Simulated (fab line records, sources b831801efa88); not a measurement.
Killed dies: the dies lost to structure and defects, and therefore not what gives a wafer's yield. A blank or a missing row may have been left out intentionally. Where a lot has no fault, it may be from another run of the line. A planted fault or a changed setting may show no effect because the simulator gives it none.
fab line records	flow gf180mcu
record: lots: 13	wafers: 39	last-day: 34
route steps=602 shown POLY_GATE@174 HV_LDD@197 M4@459
lots with no fault: from the same line, run without faults
start-h: the number of hours between the record's first day and the start of the first shown wafer of the lot	wait-h: hours from the lot's prior step to this one	" repeats the value in the row above	L1.1+2: several wafers, shown together as one row	- no value, or no start given	* or withheld: withheld	< > ~ a bound
route shown NAME@n: names a module that has steps shown in the file, with the first one's number in the route	usual: average and standard deviation across the fault-free wafers	same: alike in all rows	chamber/n: place in a boat	sites: each site's reading	_std_site: their standard deviation	_edge_site: mean of outer sites minus mean of inner sites	radius-mm: for every site, how far away it sits from the centre of the wafer	mask NAME#n: copy n	behind: the last tool/chamber to shape the wafer	hold: what put the lot on hold/how long, in hours/how the hold closed	device: whichever transistor did not switch (one of n, p or np)	end of line: tests of these same wafers at the route's end	a step given without rows: its recipe and nothing more	killed: count of dies lost to structure and defects at first sort (not the wafer's yield)	map: dies across one wafer; x = killed, . = not, _ = none there
set.NAME: the setting that was run; set.NAME@STEP: the one run at that earlier step	model.NAME: the simulator's own value behind a step, which no gauge read
route steps across a sampled set of lots; one table per step, one row per wafer
services: from which hour (start-h, from the record's first day; less than 0 if before it) a tool's chamber was out of use, for how many hours, and why
== steps ==
step: GF_POLY_GATE_THK_MEAS_17
recipe: reads: SiO2_of_POLY_GATE_OXIDATION_16
usual: POLY_GATE_OXIDATION_THK: 4.00/0.09
lot.wafer	tool	chamber	start-h	wait-h	POLY_GATE_OXIDATION_THK[nm]
L524.1	film-metro-04	-	218.91	0.0	3.98
L524.2	"	-	"	"	3.97
L524.5	"	-	"	"	4.07
L526.3	film-metro-04	-	220.63	0.0	4.15
L526.4	"	-	"	"	4.14
L526.5	"	-	"	"	4.06
L527.2	film-metro-02	-	230.14	0.0	4.05
L527.3	"	-	"	"	3.96
L527.4	"	-	"	"	3.99
L528.2	film-metro-04	-	248.63	0.0	4.00
L528.3	"	-	"	"	4.03
L528.5	"	-	"	"	4.05
L529.3	film-metro-04	-	250.90	0.0	4.02
L529.4	"	-	"	"	4.04
L529.6	"	-	"	"	3.98
L530.2	film-metro-04	-	256.10	0.1	3.87
L530.3	"	-	"	"	3.88
L530.4	"	-	"	"	3.78
L531.1	film-metro-04	-	259.97	0.0	3.93
L531.2	"	-	"	"	3.88
L531.6	"	-	"	"	3.96
L533.1	film-metro-02	-	276.18	0.0	4.18
L533.3	"	-	"	"	4.12
L533.6	"	-	"	"	4.04
L538.1	film-metro-04	-	310.97	0.0	4.05
L538.2	"	-	"	"	4.07
L538.5	"	-	"	"	4.06
L539.1	film-metro-02	-	319.85	0.0	4.13
L539.2	"	-	"	"	4.11
L539.3	"	-	"	"	4.08
L542.3	film-metro-04	-	345.41	0.0	4.08
L542.5	"	-	"	"	4.15
L542.6	"	-	"	"	4.14
L543.1	film-metro-03	-	352.32	0.0	3.89
L543.3	"	-	"	"	3.92
L543.5	"	-	"	"	3.96
L545.3	film-metro-02	-	364.50	0.0	3.88
L545.4	"	-	"	"	3.96
L545.6	"	-	"	"	3.95
step: GF_HV_LDD_IMPLANT_21
recipe: species: BF2	energy-kev: 25	dose-cm2: 5e+13	tilt-deg: 7
usual: beam-energy-keV: 25.001/0.0083
same: implant-ion-amu: 49
lot.wafer	tool	chamber	start-h	wait-h	beam-energy-keV
L524.1	implanter-03	0	256.15	0.0	25.008
L524.2	"	0	"	"	25.016
L524.5	"	0	"	"	25.002
L526.3	implanter-03	0	257.75	0.1	25.013
L526.4	"	0	"	"	25.010
L526.5	"	0	"	"	25.002
L527.2	implanter-01	0	267.68	0.0	24.994
L527.3	"	0	"	"	24.999
L527.4	"	0	"	"	25.000
L528.2	implanter-01	0	286.78	0.0	25.011
L528.3	"	0	"	"	25.003
L528.5	"	0	"	"	25.011
L529.3	implanter-01	0	289.60	0.1	24.997
L529.4	"	0	"	"	25.002
L529.6	"	0	"	"	25.000
L530.2	implanter-02	0	294.73	0.0	24.982
L530.3	"	0	"	"	25.004
L530.4	"	0	"	"	24.995
L530.2	implanter-02	0	295.04	0.3	25.006
L530.3	"	0	"	"	24.996
L530.4	"	0	"	"	25.006
L531.1	implanter-03	0	300.00	0.0	24.995
L531.2	"	0	"	"	24.996
L531.6	"	0	"	"	24.988
L531.1	implanter-03	0	300.32	0.3	24.989
L531.2	"	0	"	"	24.997
L531.6	"	0	"	"	24.994
L533.1	implanter-01	0	317.45	0.0	24.993
L533.3	"	0	"	"	24.997
L533.6	"	0	"	"	25.004
L538.1	implanter-03	0	353.56	0.0	24.991
L538.2	"	0	"	"	24.996
L538.5	"	0	"	"	24.990
L539.1	implanter-01	0	362.65	0.0	25.005
L539.2	"	0	"	"	25.004
L539.3	"	0	"	"	24.994
L542.3	implanter-03	0	390.10	0.1	24.984
L542.5	"	0	"	"	24.995
L542.6	"	0	"	"	25.002
L543.1	implanter-03	0	397.25	0.0	24.994
L543.3	"	0	"	"	24.998
L543.5	"	0	"	"	24.999
L545.3	implanter-01	0	410.30	0.1	24.986
L545.4	"	0	"	"	24.990
L545.6	"	0	"	"	24.988
step: GF_HV_LDD_TW_MEAS_23
usual: HV_LDD_2_TW: 1067/8.7
lot.wafer	tool	chamber	start-h	wait-h	HV_LDD_2_TW
L524.1	film-metro-02	-	256.42	0.1	1073
L524.2	"	-	"	"	1079
L524.5	"	-	"	"	1072
L526.3	film-metro-01	-	257.97	0.1	1047
L526.4	"	-	"	"	1054
L526.5	"	-	"	"	1058
L527.2	film-metro-01	-	267.92	0.1	1066
L527.3	"	-	"	"	1055
L527.4	"	-	"	"	1065
L528.2	film-metro-03	-	287.02	0.1	1066
L528.3	"	-	"	"	1065
L528.5	"	-	"	"	1066
L529.3	film-metro-02	-	289.82	0.1	1080
L529.4	"	-	"	"	1081
L529.6	"	-	"	"	1075
L530.2	film-metro-02	-	295.28	0.1	1343
L530.3	"	-	"	"	1337
L530.4	"	-	"	"	1338
L531.1	film-metro-02	-	300.73	0.1	1332
L531.2	"	-	"	"	1332
L531.6	"	-	"	"	1338
L533.1	film-metro-02	-	317.70	0.1	1072
L533.3	"	-	"	"	1073
L533.6	"	-	"	"	1069
L538.1	film-metro-01	-	353.81	0.1	1056
L538.2	"	-	"	"	1059
L538.5	"	-	"	"	1056
L539.1	film-metro-01	-	362.90	0.1	1052
L539.2	"	-	"	"	1051
L539.3	"	-	"	"	1057
L542.3	film-metro-01	-	390.32	0.1	1054
L542.5	"	-	"	"	1054
L542.6	"	-	"	"	1055
L543.1	film-metro-02	-	397.50	0.1	1075
L543.3	"	-	"	"	1078
L543.5	"	-	"	"	1075
L545.3	film-metro-03	-	410.52	0.1	1053
L545.4	"	-	"	"	1058
L545.6	"	-	"	"	1065
step: GF_M4_SPUTTER_03
recipe: material: Ti	target-thk-nm: 10	substrate-temp-c: 300	chamber-pressure-pa: 0.3	power-w: 3000	time-s: 6.7
usual: substrate-temp-c: 299.99/0.19	throttle-valve-pct: 30.1/0.84
lot.wafer	tool	chamber	start-h	wait-h	substrate-temp-c	throttle-valve-pct
L524.1	pvd-sputter-04	-	538.75	0.0	299.91	30.7
L524.2	"	-	"	"	300.18	29.3
L524.5	"	-	"	"	300.21	31.0
L526.3	pvd-sputter-02	-	542.03	0.0	299.97	29.8
L526.4	"	-	"	"	299.84	30.7
L526.5	"	-	"	"	300.12	30.7
L527.2	pvd-sputter-03	-	553.14	0.0	300.09	29.5
L527.3	"	-	"	"	299.99	30.5
L527.4	"	-	"	"	299.76	28.2
L528.2	pvd-sputter-03	-	575.56	0.0	299.94	29.5
L528.3	"	-	"	"	300.16	28.2
L528.5	"	-	"	"	300.22	30.0
L529.3	pvd-sputter-03	-	576.81	0.0	299.78	30.2
L529.4	"	-	"	"	299.66	28.2
L529.6	"	-	"	"	300.34	30.1
L530.2	pvd-sputter-04	-	582.25	0.0	299.91	30.0
L530.3	"	-	"	"	300.02	29.2
L530.4	"	-	"	"	299.91	29.0
L531.1	pvd-sputter-04	-	587.34	0.0	299.79	29.1
L531.2	"	-	"	"	300.09	30.8
L531.6	"	-	"	"	300.30	29.3
L533.1	pvd-sputter-02	-	607.09	0.0	299.96	31.1
L533.3	"	-	"	"	300.19	29.8
L533.6	"	-	"	"	299.82	31.0
L538.1	pvd-sputter-03	-	644.66	0.0	299.75	30.1
L538.2	"	-	"	"	299.88	29.1
L538.5	"	-	"	"	299.73	29.5
L539.1	pvd-sputter-02	-	653.72	0.0	300.26	30.8
L539.2	"	-	"	"	299.45	29.8
L539.3	"	-	"	"	299.83	31.2
L542.3	pvd-sputter-02	-	674.11	0.0	300.12	31.1
L542.5	"	-	"	"	300.06	31.0
L542.6	"	-	"	"	300.00	30.9
L543.1	pvd-sputter-03	-	681.97	0.0	299.87	30.0
L543.3	"	-	"	"	300.37	29.5
L543.5	"	-	"	"	300.17	29.3
L545.3	pvd-sputter-02	-	692.55	0.0	299.84	29.9
L545.4	"	-	"	"	300.33	31.0
L545.6	"	-	"	"	299.89	29.6
step: GF_M4_METAL_ETCH_16
recipe: chemistry: Cl2/BCl3	mask-material: KrF	target-depth-nm: 750.8	stop-on: SiO2	pressure-mtorr: 8	icp-w: 800	bias-w: 140	Cl2_flow_sccm: 80	bcl3-flow-sccm: 40	time-s: 125.1
usual: drypump-motor-current-A: 5.9/0.59	oes-product-au: 0.988/0.0056	throttle-valve-pct: 28.232/0.01
lot.wafer	tool	chamber	start-h	wait-h	drypump-motor-current-A	oes-product-au	rf-hours-counter-h	throttle-valve-pct
L524.1	rie-metal-01	1	560.70	0.0	5.3	0.978	9	28.225
L524.2	"	0	"	"	5.0	0.981	11	28.223
L524.5	"	0	"	"	5.0	0.999	-	28.223
L526.3	rie-metal-04	0	563.91	0.1	6.2	0.990	-	28.246
L526.4	"	1	"	"	6.6	0.985	-	28.263
L526.5	"	1	"	"	6.6	0.990	-	28.227
L527.2	rie-metal-04	1	574.90	0.0	6.6	0.982	2	28.237
L527.3	"	0	"	"	6.1	0.985	-	28.236
L527.4	"	1	"	"	6.6	0.996	-	28.252
L528.2	rie-metal-03	1	597.30	0.0	6.2	0.996	11	28.235
L528.3	"	0	"	"	5.8	0.992	-	28.249
L528.5	"	1	"	"	6.1	0.993	-	28.231
L529.3	rie-metal-01	0	598.64	0.1	5.0	0.987	-	28.243
L529.4	"	1	"	"	5.3	0.991	-	28.233
L529.6	"	0	"	"	5.0	0.987	-	28.238
L530.2	rie-metal-01	0	604.25	0.0	5.0	0.986	12	28.223
L530.3	"	0	"	"	5.0	0.989	-	28.233
L530.4	"	1	"	"	5.3	0.991	-	28.240
L531.1	rie-metal-04	0	608.45	0.0	6.1	0.985	5	28.231
L531.2	"	1	"	"	6.6	0.983	3	28.245
L531.6	"	0	"	"	6.2	0.980	-	28.230
L533.1	rie-metal-03	1	628.75	0.0	6.2	0.995	12	28.227
L533.3	"	1	"	"	6.2	0.998	-	28.227
L533.6	"	0	"	"	5.8	0.991	-	28.234
L538.1	rie-metal-04	0	663.85	0.0	6.2	0.986	6	28.229
L538.2	"	1	"	"	6.6	0.984	5	28.251
L538.5	"	1	"	"	6.6	0.992	-	28.236
L539.1	rie-metal-04	1	673.10	0.0	6.6	0.989	5	28.233
L539.2	"	0	"	"	6.2	0.981	7	28.225
L539.3	"	1	"	"	6.6	0.998	-	28.223
L542.3	rie-metal-04	0	692.89	0.1	6.2	0.982	-	28.243
L542.5	"	0	"	"	6.1	0.982	-	28.227
L542.6	"	1	"	"	6.6	0.986	-	28.226
L543.1	rie-metal-04	1	701.15	0.0	6.5	0.984	6	28.239
L543.3	"	0	"	"	6.1	0.987	-	28.239
L543.5	"	1	"	"	6.5	0.980	-	28.220
L545.3	rie-metal-04	1	710.56	0.1	6.6	0.982	-	28.244
L545.4	"	0	"	"	6.2	0.988	-	28.233
L545.6	"	1	"	"	6.6	0.986	-	28.218
== services ==
tool	chamber	start-h	hours	kind
pvd-sputter-02	-	262.77	2.7	repair
implanter-01	-	324.89	0.6	repair
pvd-sputter-04	-	329.45	3.0	repair
implanter-01	-	336.98	1.7	pm
implanter-01	-	376.81	5.1	repair
implanter-01	-	379.12	3.3	repair
pvd-sputter-02	-	382.66	10.6	repair
pvd-sputter-03	-	422.02	0.7	repair
implanter-01	-	440.01	4.9	repair
implanter-03	-	462.39	15.5	pm
implanter-01	-	478.68	5.7	repair
implanter-03	-	486.58	3.9	repair
implanter-01	-	510.24	2.6	repair
pvd-sputter-02	-	513.99	8.7	repair
implanter-03	-	523.91	5.3	pm
implanter-01	-	530.48	0.6	repair
implanter-03	-	564.39	2.4	repair
pvd-sputter-03	-	598.66	4.5	repair
pvd-sputter-02	-	639.51	5.5	repair
implanter-03	-	662.35	4.4	pm
implanter-03	-	683.97	4.5	repair
implanter-01	-	693.50	3.2	repair
implanter-01	-	705.42	1.9	repair
pvd-sputter-02	-	709.63	1.0	repair
== key ==
first-sign: step: GF_HV_LDD_IMPLANT_21	reading: visit	direction: added
effect: step: GF_HV_LDD_TW_MEAS_23	reading: HV_LDD_2_TW	direction: up	sigmas: 31	usual: 1067	struck: 1337
met-at GF_HV_LDD_IMPLANT_21
struck-lots L530,L531
tester-left-out L530,L531
not-acting-at GF_POLY_GATE_THK_MEAS_17,GF_M4_SPUTTER_03,GF_M4_METAL_ETCH_16
fault: kind: repeated-step-whole	tool: implanter-01,implanter-02,implanter-03	chamber: -	onset-h: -	steps: GF_HV_LDD_IMPLANT_21	times: 1	scope: struck-lots-only
tester-left-out: of these lots the tester's yield and bins aren't shown, on N5 and GAA mostly nor the transistor test; their killed dies are dies lost to structure and defects alone, not to doping, threshold or leakage, so they don't give the yield
